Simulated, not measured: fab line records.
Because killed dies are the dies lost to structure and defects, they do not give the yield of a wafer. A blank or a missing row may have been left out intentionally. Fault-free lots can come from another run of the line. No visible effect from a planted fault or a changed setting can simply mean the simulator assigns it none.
A struck lot beside a sound one | flow sfq-line | 34 out of 325 route steps
Sound: these wafers, L164.2, L164.5, L164.6. The struck wafers were L169.2, L169.3, L169.6. The cause is named last.
Each step with rows lists, per side, the tool, then ch with its chambers, then its first start. Under that, the readings that differ: sound wafers | struck wafers | difference of the means | sigmas: that difference in standard deviations of wafers without a fault.
alike: words and numbers the same on both sides, and readings whose means are apart by under 2 such deviations; not compared: readings that were withheld, readings missing a value for some wafer, numbers with overlapping values and no deviation given by the record, and bounds like >300 which may hide the same value.
Wherever a step has rows on one side only, a row that says differs or no value, or a row with sigmas, the two part there. Numbers that don't overlap but have no deviation are shown without sigmas and don't part them. A reading that every wafer of one side lacks parts them only if that side has two wafers or more.

first, 6 steps without rows for these wafers: SFQ_TRILAYER_M3_LITHO_COAT_080 (resist thk 62 nm); SFQ_TRILAYER_M3_LITHO_COAT_075 (resist thk 600 nm); SFQ_TRILAYER_M3_LITHO_SOFTBAKE_079; SFQ_TRILAYER_M3_LITHO_EXPOSE_076 (exposes mask M3, target cd 500 nm); SFQ_TRILAYER_M3_LITHO_PEB_078 (peb time 60 s); SFQ_TRILAYER_M3_LITHO_DEVELOP_077 (time 60 s).
SFQ_M3_OVL_MEAS_921:
  struck on overlay-01, day 42 09:33; sound on overlay-01, day 39 03:34
  reading     | sound       | struck | difference | sigmas
  M3_OVL (nm) | -12 -14 -10 | 3 3 2  | +15        | +3
SFQ_TRILAYER_M3_BARC_OPEN_METAL_ETCH_100: etches BARC in O2, target depth 125 nm, time 41.7 s.
  sound on rie-metal-03 ch 0,1, day 39 03:36; struck on rie-metal-04 ch 0,1, day 42 09:35
  alike: drypump-motor-current-A, he-backside-leak-sccm, oes-product-au
  not compared: rf-hours-counter-h
then, 1 step without rows for these wafers: SFQ_TRILAYER_M3_ETCH_METAL_ETCH_078 (etches Nb in Cl2/Ar, stops on SiO2, target depth 240 nm, time 120 s).
SFQ_TRILAYER_M3_STRIP_STRIP_079: strips in O2.
  sound on rie-metal-03 ch 0,1, day 39 03:47; struck on rie-metal-04 ch 0,1, day 42 09:46
  alike: drypump-motor-current-A, he-backside-leak-sccm, oes-product-au
  not compared: rf-hours-counter-h
then, 1 step without rows for these wafers: SFQ_TRILAYER_M3_STRIP_SOLV_CLEAN_080 (cleans in NMP, time 600 s).
SFQ_TRILAYER_I3_DEP_PECVD_081: deposits SiO2 from SiH4/N2O, time 111.11 s, target thk 500 nm.
  sound on pecvd-02 ch 0,2, day 39 04:34; struck on pecvd-04 ch 0,1, day 42 10:32
  no value came back on the struck wafers for any of 5 readings (chamber-pressure-Torr (Torr), heater-power-outer-w (W) and others); on the sound wafers chamber-pressure-Torr (Torr) reads 2.396 2.397 2.403
SFQ_TRILAYER_I3_CMP_CMP_082: polishes SiO2.
  sound on cmp-02 ch 0,3, day 40 02:38; struck on cmp-02 ch 1,2,3, day 43 01:16
  reading                | sound       | struck | difference                    | sigmas
  time-to-endpoint-s (s) | 214 221 216 | - - -  | no value on the struck wafers |
  alike: head-pressure-psi, motor-current-A
SFQ_I3_BOW_MEAS_922:
  struck on film-metro-02, day 43 03:47; sound on film-metro-02, day 40 05:40
  alike: I3_BOW
SFQ_TRILAYER_I3_METRO_MEASURE_083:
  struck on film-metro-02, day 43 04:05; sound on film-metro-02, day 40 05:58
then, 6 steps without rows for these wafers: SFQ_TRILAYER_I3_VIA_LITHO_COAT_090 (resist thk 62 nm); SFQ_TRILAYER_I3_VIA_LITHO_COAT_085 (resist thk 650 nm); SFQ_TRILAYER_I3_VIA_LITHO_SOFTBAKE_089; SFQ_TRILAYER_I3_VIA_LITHO_EXPOSE_086 (exposes mask I3, target cd 500 nm); SFQ_TRILAYER_I3_VIA_LITHO_PEB_088 (peb time 60 s); SFQ_TRILAYER_I3_VIA_LITHO_DEVELOP_087 (time 60 s).
-- the record jumps here: 5 days lie between the struck wafers' starts before and after --
SFQ_I3_OVL_MEAS_923:
  struck on overlay-02, day 48 13:01; sound on overlay-02, day 45 16:29
  alike: I3_OVL
then, 1 step without rows for these wafers: SFQ_TRILAYER_I3_VIA_BARC_OPEN_VIA_ETCH_121 (etches BARC in O2, target depth 125 nm, time 41.7 s).
SFQ_TRILAYER_I3_VIA_ETCH_VIA_ETCH_088: etches SiO2 in CHF3, stops on Nb, target depth 260 nm.
  sound on rie-diel-01 ch 0,3, day 45 16:34; struck on rie-diel-02 ch 1,2,3, day 48 13:05
  reading                  | sound             | struck            | difference | sigmas
  oes-product-au (a.u.)    | 0.856 0.851 0.852 | 0.371 0.373 0.372 | -0.481     | -96
  model.etch.depth-nm (nm) | 199.4 200.1 200.7 | 0 0 0             | -200       |
  alike: drypump-motor-current-A
SFQ_TRILAYER_I3_VIA_STRIP_STRIP_089: strips in O2.
  sound on rie-metal-01 ch 0,1, day 45 16:40; struck on rie-metal-02 ch 0,1, day 48 13:12
  alike: drypump-motor-current-A, he-backside-leak-sccm, oes-product-au
  not compared: rf-hours-counter-h
then, 2 steps without rows for these wafers: SFQ_TRILAYER_I3_VIA_STRIP_SOLV_CLEAN_090 (cleans in NMP, time 600 s); SFQ_TRILAYER_M4_DEP_PRE_CLEAN_092 (time 22.5 s).
SFQ_TRILAYER_M4_DEP_SPUTTER_091: material Nb, target thk 200 nm, time 133.3 s.
  struck on pvd-sputter-04, day 48 14:00; sound on pvd-sputter-04, day 45 17:41
  alike: throttle-valve-pct
SFQ_M4_RS_MEAS_924: measures by four-point-probe.
  struck on film-metro-02, day 48 14:07; sound on film-metro-03, day 45 17:48
  alike: M4_NB_RS
then, 3 steps without rows for these wafers: SFQ_TRILAYER_M4_LITHO_COAT_098 (resist thk 62 nm); SFQ_TRILAYER_M4_LITHO_COAT_093 (resist thk 600 nm); SFQ_TRILAYER_M4_LITHO_SOFTBAKE_097.
-- the record jumps here: 6 days lie between the struck wafers' starts before and after --
SFQ_TRILAYER_M4_LITHO_EXPOSE_094: exposes mask M4, target cd 500 nm.
  sound on krf-scanner-02 ch 0, day 51 05:49; struck on krf-scanner-01, day 54 04:26
  no value came back on the struck wafers for exposure-dose-mJ-cm2, focus-offset-nm (nm); on the sound wafers exposure-dose-mJ-cm2 reads 14.400 14.408 14.407
  alike: mask
then, 1 step without rows for these wafers: SFQ_TRILAYER_M4_LITHO_PEB_096 (peb time 60 s).

== WHERE THEY PART ==
Last at SFQ_TRILAYER_M4_LITHO_EXPOSE_094 as far as this record goes, first at SFQ_M3_OVL_MEAS_921.

WHY: whatever the simulator had introduced
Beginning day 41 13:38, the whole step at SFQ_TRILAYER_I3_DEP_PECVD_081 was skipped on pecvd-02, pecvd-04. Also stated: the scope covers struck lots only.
